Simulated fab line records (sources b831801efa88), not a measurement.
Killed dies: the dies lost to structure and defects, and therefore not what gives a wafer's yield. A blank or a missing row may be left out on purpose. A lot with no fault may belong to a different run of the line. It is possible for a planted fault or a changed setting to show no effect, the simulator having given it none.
2 desks, one fault | flow gf180mcu | numbers are kept per desk, each desk with only its own; the story behind them comes last

== DESK OF THE TOOL OWNER: krf-scanner-02 ==
The tool's own readings at GF_M1_EXPOSE_11 (exposes mask Metal1, target cd 230 nm): means of the sampled wafers that have a number, for each lot that ran on this tool. A lot is out of limits, marked OUT, if its mean lies more than 4 standard deviations from the usual mean; the brackets give that distance.
Columns: A = focus-offset-nm at GF_M1_EXPOSE_11, usual 0.0 nm
lot  | first seen here | A
L106 | day 16 16:40    | -0.2
L107 | day 17 05:42    | -0.1
L109 | day 17 22:52    | 0.0
L110 | day 18 07:18    | -0.8
L118 | day 21 02:13    | 0.0
L120 | day 21 20:06    | -0.6
L121 | day 22 04:03    | -1.0
Finding of this desk: none of the 7 lots has anything out of limits.

== AT THE METROLOGY DESK ==
What the gauges read, lot by lot, whatever tool the lot ran on: means of the sampled wafers that have a number. A lot is out of limits, marked OUT, if its mean lies more than 4 standard deviations from the usual mean; the brackets give that distance.
Columns: A = cd-nm at GF_M1_CD_MEAS_14, usual 230.2 nm; B = cd-nm at GF_V2_CD_MEAS_14, usual 260.4 nm; C = V4_CVD_00_THK at GF_V4_THK_MEAS_01, usual 600 nm
lot  | first seen here | A               | B     | C
L106 | day 17 03:52    | 231.1           | 259.2 | 604
L107 | day 17 17:36    | 229.7           | 259.9 | 601
L109 | day 18 10:30    | 231.6           | 261.0 | 594
L110 | day 18 19:43    | 229.0           | 261.4 | 597
L112 | day 19 15:56    | 229.3           | 262.1 | 613
L113 | day 19 20:39    | 228.9           | 261.2 | 609
L114 | day 20 01:05    | 229.8           | 260.5 | 603
L118 | day 21 13:37    | 190.4 (-36) OUT | 258.4 | 592
L120 | day 22 07:11    | 167.1 (-57) OUT | -     | -
L121 | day 22 15:10    | 189.1 (-37) OUT | 258.6 | 593
L127 | day 24 11:21    | 229.9           | 259.7 | 595
L129 | day 25 11:28    | 230.1           | 261.5 | 596
This desk's verdict: out of limits on L118, L120, L121, starting with L118 at day 21 13:37 (cd-nm at GF_M1_CD_MEAS_14). L106, L107, L109, L110, L112, L113, L114, L127, L129: within limits.

== TAKEN TOGETHER ==
The metrology desk could have raised an alarm at day 21 13:37, on L118, L120, L121.
The tool owner's desk saw nothing out of limits.
The tool owner's desk has L118, L120, L121 on record, within its limits.
All the named lots went through GF_M1_EXPOSE_11 on krf-scanner-02.

== WHAT THE SIMULATOR PUT IN ==
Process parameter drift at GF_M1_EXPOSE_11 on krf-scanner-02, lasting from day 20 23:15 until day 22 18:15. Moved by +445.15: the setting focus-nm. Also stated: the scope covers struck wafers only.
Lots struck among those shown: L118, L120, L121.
Hours from the fault's start to each desk's first reading out of limits: the metrology desk, 14.
